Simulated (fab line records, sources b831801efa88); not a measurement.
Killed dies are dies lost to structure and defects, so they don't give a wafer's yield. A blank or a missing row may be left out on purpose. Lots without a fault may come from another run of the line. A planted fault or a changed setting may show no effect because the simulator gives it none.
Chamber matching | flow gf180mcu | GF_PASSIVATION_ETCH_11 on rie_diel-01: 4 sister chambers
The step etches the open film in CF4/O2, stops on TiN, target depth 2040 nm, time 453.3 s. 8 wafers are shown with their chamber, then 8 later ones without.

WAFERS WITH THEIR CHAMBER
wafer  | chamber | oes_product_au (a.u.) | throttle_valve_pct (%)
L076.6 | 3       | 0.995                 | 5.954
L079.1 | 2       | 0.991                 | 5.982
L079.4 | 0       | 0.983                 | 5.970
L079.5 | 3       | 0.998                 | 5.966
L083.1 | 1       | 0.991                 | 5.961
L083.4 | 0       | 0.968                 | 5.952
L083.6 | 2       | 0.987                 | 5.965
L086.1 | 1       | 0.987                 | 5.962

WAFERS WITHOUT THEIR CHAMBER
wafer  | oes_product_au (a.u.) | throttle_valve_pct (%)
L086.2 | 0.995                 | 5.961
L086.6 | 0.975                 | 5.964
L087.1 | 0.985                 | 5.978
L087.3 | 0.976                 | 5.971
L087.5 | 0.992                 | 5.947
L094.2 | 0.991                 | 5.967
L094.3 | 0.978                 | 5.975
L094.4 | 0.986                 | 5.977

WHICH CHAMBER EACH WENT THROUGH
wafer  | from the rows above               | in truth
L086.2 | can't be placed: 3 or 1 or 2      | 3
L086.6 | 0                                 | 0
L087.1 | can't be placed: 2 or 1 or 0 or 3 | 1
L087.3 | can't be placed: 0 or 2 or 1      | 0
L087.5 | can't be placed: 3 or 1 or 2 or 0 | 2
L094.2 | can't be placed: 1 or 2 or 3      | 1
L094.3 | can't be placed: 0 or 2 or 1      | 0
L094.4 | can't be placed: 2 or 1 or 0 or 3 | 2
Placed correctly: 1 of 8. Can't be placed from these rows: 7 (the true chamber is among the candidates in 7). Placed wrongly: 0.
How it was worked out, from the rows above alone: a wafer's distance from a chamber is the root of the sum, over the readings, of the square of ((its reading less the chamber's mean) divided by the reading's scatter). The wafer belongs to the nearest chamber; if the next one is less than 2 further off, it can't be placed. A chamber's mean is the mean of its shown wafers. The scatter: the root of (the sum of the squares of (reading less its chamber's mean) over the shown wafers, divided by (wafers less chambers)).
